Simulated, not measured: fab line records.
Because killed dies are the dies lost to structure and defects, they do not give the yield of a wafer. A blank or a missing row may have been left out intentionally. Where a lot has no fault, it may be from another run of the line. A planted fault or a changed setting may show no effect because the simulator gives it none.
Problem report in the 8D (eight disciplines) form, filled by code -- flow gf180mcu -- the parts of the form that need people (team, actions taken, sign-off) are left out

== 1. THE PROBLEM ==
Across 9 wafers from 3 lots, LVPWELL_RS at GF_VT_IMPLANT_RS_MEAS_48 averages 1156.9 ohm/sq, while fault-free wafers read 1195.6 ohm/sq with a standard deviation of 2.8. That is -14 standard deviations from the usual mean.
The step: measures by four-point-probe.
The first sign was on wafer L682.2 at day 10 11:57, on film-metro-03. The record has a number at this step for 36 wafers belonging to 12 lots. Rule for "out" (also "out of limits"): further than 4 standard deviations from the usual mean. Any other wafer with a number is counted as sound.

== 2. WHAT IT IS, WHAT IT ISN'T ==
question,is,is not
which readings at this step,LVPWELL_RS,-
which lots,"L682, L685, L686","L674, L675, L676, L679, L680, L681, L688, L689, L694"
which wafers of those lots,all that have a number,-
read on which gauges,"film-metro-01, film-metro-03, film-metro-04",-
when,from day 10 11:57,"up to then (18 sound wafers); but 9 sound wafers of L688, L689, L694 came after"

== 3. SUSPECTS, AND WHAT RULES EACH OUT ==
Counting: any tool at a process step up to the reading is kept as a suspect provided that every lot that is out went through it and no sound lot did after the first of them.
- the gauge at GF_VT_IMPLANT_RS_MEAS_48: ruled out. 3 gauges (film-metro-01, film-metro-03, film-metro-04) read the wafers that are out.
- implanter-04 at GF_LVPWELL_IMPLANT_08: kept. It ran every lot that is out, first L682 (day 6 04:12), and no sound lot after that; its last sound lot up to then is L681 (day 5 18:23). Its own readings are out on those wafers: beam-energy-keV.
Remaining after the count: implanter-04 at GF_LVPWELL_IMPLANT_08.

== 4. THE CAUSE (what the simulator had put in) ==
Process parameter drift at GF_LVPWELL_IMPLANT_08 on implanter-04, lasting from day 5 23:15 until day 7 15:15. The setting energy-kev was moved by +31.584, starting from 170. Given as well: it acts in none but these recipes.
Only this tool survived the counting.

== 5. SEQUENCE OF EFFECTS, ordered by route ==
Rows list readings where the struck wafers' mean (over those with a number) sits beyond 3 standard deviations from the usual. Scope: only readings with a usual standard deviation given in the record; hours: median across lots of the time from each lot's start at the first step in this table that gives one to its start at this step; sigmas: change in usual standard deviations.
hours,step,reading,usual,on struck wafers,change,sigmas
0,GF_LVPWELL_IMPLANT_08,beam-energy-keV,170.01,201.61,+31.60,+99 or more
104,GF_VT_IMPLANT_RS_MEAS_48,LVPWELL_RS,1195.6 ohm/sq,1156.9,-38.7,-14
It contains these process steps:
- GF_LVPWELL_IMPLANT_08
Later measuring or inspecting steps at which every struck wafer that the step has a row for has a number for every such reading, and none has moved that far: GF_VT_IMPLANT_RS_MEAS_49, GF_HV_LDD_THK_MEAS_57.

== 6. WHAT WOULD HAVE CAUGHT IT SOONER ==
In this record the first reading out of limits at a measuring or inspecting step was taken at day 10 11:57, 109 hours after the fault began at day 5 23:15.
At GF_LVPWELL_IMPLANT_08, the tool's own readings (beam-energy-keV) were out on each struck wafer the step has a row for, so an alarm limit on them would have fired on the first such wafer.
Lots out: 3; all had begun GF_LVPWELL_IMPLANT_08 on implanter-04 by day 10 11:57. Holding the tool at that point would not have protected any of them.
